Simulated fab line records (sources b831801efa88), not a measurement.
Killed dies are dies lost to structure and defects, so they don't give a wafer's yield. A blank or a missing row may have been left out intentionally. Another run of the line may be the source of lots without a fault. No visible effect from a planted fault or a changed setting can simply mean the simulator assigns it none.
fab line records	flow sfq_line
record lots=14	wafers=41	last_day=95
route steps=325 shown JJ@179 M5@206
lots that met no fault: from a run of the same line without faults
start_h: the number of hours between the record's first day and the start of the first shown wafer of the lot	wait_h: time in hours since the lot's previous step	" identical to the entry in the row above	L1.1+2: one row covering several wafers at once	- value missing, or start not given	* or withheld: withheld	< > ~ a bound
route shown NAME@n: a module of which the file shows steps, and the number in the route of the first	usual: mean and standard deviation over wafers with no fault	same: alike in all rows	chamber/n: place in a boat	sites: the reading at each site	_std_site: standard deviation across them	_edge_site: mean of outer sites minus mean of inner sites	radius_mm: for every site, how far away it sits from the centre of the wafer	mask NAME#n: copy n	behind: the last tool/chamber to shape the wafer	hold: what put the lot on hold/how long, in hours/how the hold closed	device: names the non-switching transistor (n, p or np)	end of line: at the end of the route, the tests of the same wafers	a step given without rows: its recipe and nothing more	killed: not the wafer's yield, but the dies lost to structure and defects at the first sort	map: dies across one wafer; x = killed, . = not, _ = none there
set.NAME: setting as actually run; set.NAME@STEP: the setting as run at that earlier step	model.NAME: the simulator's own value behind a step, which no gauge read
the route's steps for a sample of lots (tables are steps, rows are wafers)
services: when a tool's chamber went out of use (start_h, in hours from the record's first day, below 0 if earlier), for how many hours, and the reason
## steps
# step SFQ_TRILAYER_JJ_TRILAYER_DEP_SPUTTER_109
# recipe material=Nb	base_pressure_pa=1.33e-06	chamber_pressure_pa=0.1333	substrate_temp_c=20	target_thk_nm=150	power_w=2000	time_s=100
# usual substrate_temp_c=20.02/0.1	throttle_valve_pct=30.2/0.99
lot.wafer	tool	chamber	start_h	wait_h	substrate_temp_c	throttle_valve_pct
L691.1	pvd_sputter-03	-	1419.09	0.0	19.86	30.2
L691.4	"	-	"	"	19.98	31.1
L691.6	"	-	"	"	19.86	30.9
L692.1	pvd_sputter-04	-	1432.29	0.0	20.10	29.8
L692.4	"	-	"	"	19.82	30.3
L692.6	"	-	"	"	20.18	29.5
L693.1	pvd_sputter-05	-	1437.21	0.0	20.01	27.9
L693.3	"	-	"	"	19.97	30.9
L693.5	"	-	"	"	19.91	27.8
L694.1	pvd_sputter-04	-	1443.21	0.0	20.08	30.1
L694.3	"	-	"	"	19.95	30.4
L694.6	"	-	"	"	19.96	30.0
L695.4	pvd_sputter-04	-	1464.81	0.0	20.00	30.5
L695.5	"	-	"	"	20.14	29.7
L695.6	"	-	"	"	19.91	29.3
L697.3	pvd_sputter-05	-	1513.06	0.0	19.94	31.2
L697.4	"	-	"	"	20.01	28.2
L697.6	"	-	"	"	19.82	31.3
L698.2	pvd_sputter-03	-	1516.66	0.0	20.21	29.8
L698.5	"	-	"	"	20.08	31.1
L698.6	"	-	"	"	20.11	29.8
L700.1	pvd_sputter-05	-	1528.66	0.0	20.04	31.5
L700.2	"	-	"	"	19.90	31.2
L700.3	"	-	"	"	20.05	30.9
L701.1	pvd_sputter-04	-	1529.88	0.0	20.05	29.4
L701.2	"	-	"	"	20.08	30.5
L701.3	"	-	"	"	19.91	29.9
L703.1	pvd_sputter-05	-	1541.86	0.0	20.09	31.5
L703.2	"	-	"	"	20.12	31.7
L703.3	"	-	"	"	20.06	27.8
L706.1	pvd_sputter-05	-	1566.11	0.0	20.09	31.4
L706.2	"	-	"	"	20.03	30.8
L706.6	"	-	"	"	19.89	31.1
L710.3	pvd_sputter-05	-	1582.91	0.0	20.20	31.4
L710.5	"	-	"	"	20.12	31.1
L711.2	pvd_sputter-04	-	1586.51	0.0	19.83	30.5
L711.3	"	-	"	"	20.13	29.8
L711.4	"	-	"	"	20.03	29.3
L713.2	pvd_sputter-03	-	1592.51	0.0	20.31	29.7
L713.4	"	-	"	"	19.92	31.2
L713.5	"	-	"	"	19.95	29.9
# step SFQ_TRILAYER_M5_ETCH_METAL_ETCH_126
# recipe target=Nb	stop_on=SiO2	mask_material=PR	over_etch_frac=0.15	time_s=203.2	chemistry=Cl2/BCl3	target_depth_nm=265	icp_w=600	bias_w=80	pressure_mtorr=10
# usual drypump_motor_current_A=5.5/0.38	he_backside_leak_sccm=3.60/0.25	oes_product_au=0.729/0.0065
lot.wafer	tool	chamber	start_h	wait_h	drypump_motor_current_A	he_backside_leak_sccm	oes_product_au	rf_hours_counter_h
L691.1	rie_metal-01	1	1427.92	0.0	5.4	3.61	0.725	119
L691.4	"	1	"	"	5.4	3.71	0.731	-
L691.6	"	0	"	"	5.4	3.65	0.737	-
L692.1	rie_metal-04	1	1542.51	0.1	5.2	3.35	0.729	26
L692.4	"	1	"	"	5.2	3.66	0.724	-
L692.6	"	1	"	"	5.1	3.30	0.732	-
L693.1	rie_metal-04	1	1655.11	0.0	5.2	3.52	0.724	40
L693.3	"	1	"	"	5.2	3.65	0.727	-
L693.5	"	1	"	"	5.2	3.37	0.733	-
L694.1	rie_metal-04	0	1658.71	0.0	5.3	3.43	0.733	35
L694.3	"	1	"	"	5.2	3.58	0.725	-
L694.6	"	0	"	"	5.2	3.14	0.722	-
L695.4	rie_metal-02	1	1676.49	0.1	6.4	3.28	0.721	-
L695.5	"	1	"	"	6.4	3.10	0.724	-
L695.6	"	0	"	"	5.3	3.68	0.732	-
L697.3	rie_metal-02	0	1725.94	0.1	5.3	3.79	0.715	-
L697.4	"	1	"	"	6.5	3.17	0.724	-
L697.6	"	1	"	"	6.4	3.17	0.716	-
L698.2	rie_metal-02	0	1729.47	0.0	5.3	3.56	0.728	91
L698.5	"	0	"	"	5.3	3.65	0.741	-
L698.6	"	1	"	"	6.4	3.22	0.741	-
L700.1	rie_metal-01	1	1742.67	0.0	5.4	3.67	0.720	31
L700.2	"	0	"	"	5.4	3.83	0.729	85
L700.3	"	0	"	"	5.4	3.76	0.721	-
L701.1	rie_metal-01	1	1745.07	0.0	5.4	3.52	0.730	32
L701.2	"	0	"	"	5.4	3.91	0.736	86
L701.3	"	0	"	"	5.4	3.75	0.724	-
L703.1	rie_metal-01	0	1755.87	0.0	5.4	3.85	0.727	88
L703.2	"	1	"	"	5.4	3.42	0.728	34
L703.3	"	1	"	"	5.4	3.30	0.717	-
L706.1	rie_metal-02	0	1782.27	0.0	5.3	3.68	0.730	99
L706.2	"	1	"	"	6.4	3.10	0.719	54
L706.6	"	0	"	"	5.3	3.52	0.691	-
L710.3	rie_metal-02	0	1796.01	0.1	5.3	3.65	0.689	-
L710.5	"	0	"	"	5.3	3.66	0.734	-
L711.2	rie_metal-01	1	1800.75	0.0	5.4	3.68	0.732	42
L711.3	"	1	"	"	5.4	3.48	0.731	-
L711.4	"	0	"	"	5.4	3.70	0.728	-
L713.2	rie_metal-01	1	1807.95	0.0	5.4	3.89	0.726	43
L713.4	"	0	"	"	5.4	4.10	0.735	-
L713.5	"	1	"	"	5.4	3.73	0.724	-
## services
tool	chamber	start_h	hours	kind
pvd_sputter-03	-	1410.31	2.7	repair
pvd_sputter-03	-	1441.16	6.6	repair
rie_metal-02	-	1453.42	0.2	repair
pvd_sputter-04	-	1471.40	2.2	repair
pvd_sputter-05	-	1483.52	2.3	repair
pvd_sputter-04	-	1485.68	1.0	repair
rie_metal-02	-	1504.21	0.7	repair
rie_metal-01	1	1507.11	-	clean
rie_metal-01	1	1507.11	-	consumable_replace:focus_ring
rie_metal-01	1	1507.11	12.7	scheduled_down
pvd_sputter-04	-	1510.94	8.3	repair
rie_metal-01	-	1519.04	4.3	pm
pvd_sputter-05	-	1524.43	1.0	repair
rie_metal-04	0	1538.48	6.0	repair
rie_metal-02	1	1546.70	27.2	repair
rie_metal-01	0	1649.79	3.2	repair
pvd_sputter-03	-	1655.65	0.6	repair
rie_metal-04	0	1668.23	7.6	repair
pvd_sputter-03	-	1685.11	5.3	repair
rie_metal-01	0	1704.13	36.8	repair
pvd_sputter-04	-	1736.26	7.4	repair
pvd_sputter-05	-	1751.82	9.0	repair
pvd_sputter-04	-	1754.40	1.9	repair
pvd_sputter-03	-	1790.22	3.4	repair
## key
first_sign step=SFQ_TRILAYER_M5_ETCH_METAL_ETCH_126	reading=oes_product_au	direction=down	sigmas=5.9	usual=0.729	struck=0.690
effect none on later readings
met_at SFQ_TRILAYER_JJ_TRILAYER_DEP_SPUTTER_109
struck_lots L706,L710
struck_wafers L706.6,L710.3
onset_between 1541.86 1566.11
fault kind=process_parameter_drift	tool=pvd_sputter-05	chamber=-	onset_h=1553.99	steps=SFQ_TRILAYER_JJ_TRILAYER_DEP_SPUTTER_109	channel=target_thk_nm	offset=-16.661	shape=step	end_h=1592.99	scope=struck_wafers_only	acts_in=these_recipes_only	stated=150
